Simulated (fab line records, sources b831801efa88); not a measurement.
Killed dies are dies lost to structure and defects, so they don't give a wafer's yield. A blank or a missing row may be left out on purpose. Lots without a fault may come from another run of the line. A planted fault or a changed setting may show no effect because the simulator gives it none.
Which tool did it? | flow gf180mcu | 6 lots, 18 wafers sampled, at 2 steps of a route of 602

WHAT THE GAUGES READ, wafer by wafer
GF_STI_CD_MEAS_12: target cd 220 nm.
lot  | measured    | on        | cd_nm (nm)
L838 | day 2 11:41 | cd_sem-01 | 221.2 220.0 220.6
L841 | day 3 03:02 | cd_sem-02 | 218.6 217.9 216.8
L845 | day 3 23:31 | cd_sem-01 | 221.1 220.7 219.0
L848 | day 4 14:55 | cd_sem-01 | 219.6 220.2 220.4
L850 | day 5 00:56 | cd_sem-01 | 227.7 227.7 228.4
L852 | day 5 11:14 | cd_sem-02 | 226.2 226.4 226.3

WHICH TOOL RAN EACH LOT (tool, then ch and the chambers of the sampled wafers, then the start)
lot  | GF_STI_SOFTBAKE_08
L838 | litho_track-01 ch 0, day 2 05:41
L841 | litho_track-03 ch 0, day 2 21:14
L845 | litho_track-01 ch 0, day 3 16:58
L848 | litho_track-04 ch 0, day 4 07:53
L850 | litho_track-03 ch 0, day 4 18:02
L852 | litho_track-03 ch 0, day 5 04:32
- GF_STI_SOFTBAKE_08: time 60 s.

THE ANSWER, worked out from the rows above alone
Rule: what is usual is taken from the lots themselves. Put in order of their means at a reading, lots are off if they are a third of the lots or fewer, leave a main group of 4 or more, and stand apart from it by a gap of 3 or more times the standard deviation of the main group's means; of several such gaps the widest counts. A main group whose means are all the same, to the digits that the tables above print for the reading, isn't used. A lot without any number at a reading at which 4 lots or more have one is off too. The other lots that the step has rows for count as sound.
Off: L850, L852, at GF_STI_CD_MEAS_12 (cd_nm). The main group: mean 219.7 nm, standard deviation 1.1.
A tool fits if, at a process step before that reading, it ran every lot that is off, and no sound lot after the first of them. The gauges at GF_STI_CD_MEAS_12 are tried like those tools. One fits: litho_track-03 at GF_STI_SOFTBAKE_08. Its last sound lot is L841 (day 2 21:14), its first lot that is off L850 (day 4 18:02): a fault that began between those two fits.

WHAT THE SIMULATOR HAD PUT IN
Process parameter drift: litho_track-03, from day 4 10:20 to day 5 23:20, at GF_STI_SOFTBAKE_08. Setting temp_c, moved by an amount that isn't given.
Lots struck among those shown: L850, L852. The rule above found the same.
